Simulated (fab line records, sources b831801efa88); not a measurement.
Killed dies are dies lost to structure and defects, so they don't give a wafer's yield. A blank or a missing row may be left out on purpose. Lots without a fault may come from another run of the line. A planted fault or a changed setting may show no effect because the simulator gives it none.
Split-lot experiment | flow sfq_line | 5 lots, 23 wafers read, on a route of 325 steps

THE SPLIT
At SFQ_TRILAYER_M7_DEP_SPUTTER_175 (material Nb, target thk 200 nm, time 133.3 s), the setting power_w was moved away from the recipe's 2000 W on 5 of the 23 wafers read, by -8.3% to +5.0%. The other wafers ran this setting at the recipe's value.

FROM THE SPLIT TO THE READING: what the file shows between them, 4 steps
- SFQ_M7_RS_MEAS_943: measures by four-point-probe
- SFQ_TRILAYER_M7_LITHO_PEB_180: peb time 60 s (also split here: peb_temp_c)
- SFQ_TRILAYER_M7_LITHO_DEVELOP_179: time 60 s
- SFQ_TRILAYER_M7_BARC_OPEN_METAL_ETCH_229: etches BARC in O2, target depth 125 nm, time 41.7 s

THE READING
oes_product_au, in a.u., at SFQ_TRILAYER_M7_ETCH_METAL_ETCH_180 (etches Nb in Cl2/Ar, stops on SiO2, target depth 240 nm, time 120 s). Fault-free wafers of this fab line usually give 0.892 a.u., standard deviation 0.0076 a.u..

wafer  | tool, chamber at the split | power_w as run, W | against the recipe | oes_product_au, a.u. | against lot-mates on the recipe
L074.1 | pvd_sputter-06, -          | 1835              | -8.3%              | 0.843                | -0.043
L074.2 | pvd_sputter-06, -          | 2000              | recipe             | 0.892                | -
L074.4 | pvd_sputter-06, -          | 2000              | recipe             | 0.877                | -
L074.5 | pvd_sputter-06, -          | 1835              | -8.3%              | 0.838                | -0.048
L074.6 | pvd_sputter-06, -          | 2000              | recipe             | 0.888                | -
L075.1 | pvd_sputter-04, -          | 2000              | recipe             | 0.890                | -
L075.2 | pvd_sputter-04, -          | 2101              | +5.0%              | 0.923                | +0.028
L075.3 | pvd_sputter-04, -          | 2101              | +5.0%              | 0.924                | +0.029
L075.4 | pvd_sputter-04, -          | 2101              | +5.0%              | 0.942                | +0.047
L075.6 | pvd_sputter-04, -          | 2000              | recipe             | 0.900                | -
L080.1 | pvd_sputter-05, -          | 2000              | recipe             | 0.888                | -
L080.2 | pvd_sputter-05, -          | 2000              | recipe             | 0.893                | -
L080.4 | pvd_sputter-05, -          | 2000              | recipe             | 0.891                | -
L080.5 | pvd_sputter-05, -          | 2000              | recipe             | 0.890                | -
L080.6 | pvd_sputter-05, -          | 2000              | recipe             | 0.894                | -
L083.3 | pvd_sputter-04, -          | 2000              | recipe             | 0.893                | -
L083.4 | pvd_sputter-04, -          | 2000              | recipe             | 0.897                | -
L083.6 | pvd_sputter-04, -          | 2000              | recipe             | 0.901                | -
L085.2 | pvd_sputter-04, -          | 2000              | recipe             | 0.895                | -
L085.3 | pvd_sputter-04, -          | 2000              | recipe             | 0.892                | -
L085.4 | pvd_sputter-04, -          | 2000              | recipe             | 0.885                | -
L085.5 | pvd_sputter-04, -          | 2000              | recipe             | 0.893                | -
L085.6 | pvd_sputter-04, -          | 2000              | recipe             | 0.885                | -

THE FIT
A straight line over all 23 wafers: oes_product_au changes by +0.00668 a.u. for each +1% of power_w; r = +0.96; the points scatter about the line by 0.0064 a.u..
The same after taking each lot's own level away (the mean of its wafers on the recipe; 23 wafers): +0.00598 a.u. for each +1%; r = +0.96; scatter 0.0055 a.u..
On that fit, the largest move of power_w shifts the reading by 0.049 a.u..
The lots' own levels span 0.8857 to 0.8970 a.u., that is 1.5 times the standard deviation above.
So the lot-to-lot level changes the slope: the two fits differ.
Check: with one of the wafers moved furthest among these (-8.3%) left out of the fit, the line predicts -0.0516 a.u. for it against its lot-mates. It came out at -0.0427 a.u. against them.

OTHER SPLITS ON THESE WAFERS
These wafers also went through other splits before the reading. Each is held against what the fit with the lots' levels taken away leaves over:
other split on the same wafers                    | wafers away from the commonest value | r with oes_product_au (lot level and that fit taken away)
SFQ_TRILAYER_A5C_DEP_PECVD_142 time_s             | 12                                   | -0.03
SFQ_TRILAYER_I5_ETCH_VIA_ETCH_147 bias_w          | 10                                   | +0.15
SFQ_TRILAYER_C5_BARC_OPEN_VIA_ETCH_210 source_w   | 5                                    | -0.43
SFQ_TRILAYER_M6_LITHO_COAT_159 spin_rpm           | 8                                    | -0.24
SFQ_TRILAYER_I6_DEP_PECVD_165 time_s              | 11                                   | +0.09
SFQ_TRILAYER_I6_VIA_LITHO_COAT_169 spin_rpm       | 5                                    | +0.08
SFQ_TRILAYER_I6_VIA_BARC_OPEN_VIA_ETCH_235 bias_w | 4                                    | -0.28
SFQ_TRILAYER_M7_LITHO_PEB_180 peb_temp_c          | 6                                    | -0.08

THE WHOLE CHAIN: every reading that the file lists as answering this split, in the file's order
step                                | what it does                                                        | reading                                                                                   | change (the file's fit)                  | r (the file's)
SFQ_TRILAYER_M7_DEP_SPUTTER_175     | material Nb, target thk 200 nm, time 133.3 s                        | Nb_of_TRILAYER_M7_DEP_SPUTTER_175.thk_nm (the simulator's own value, which no gauge read) | +2.16 nm for each +1% of the setting     | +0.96
SFQ_M7_RS_MEAS_943                  | measures by four-point-probe                                        | M7_NB_RS                                                                                  | -0.0102 for each +1% of the setting      | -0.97
SFQ_TRILAYER_M7_ETCH_METAL_ETCH_180 | etches Nb in Cl2/Ar, stops on SiO2, target depth 240 nm, time 120 s | oes_product_au                                                                            | +0.0058 a.u. for each +1% of the setting | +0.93

THE FILE'S OWN FIT
oes_product_au changes by +0.0058 a.u. for each +1% of power_w, r = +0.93.
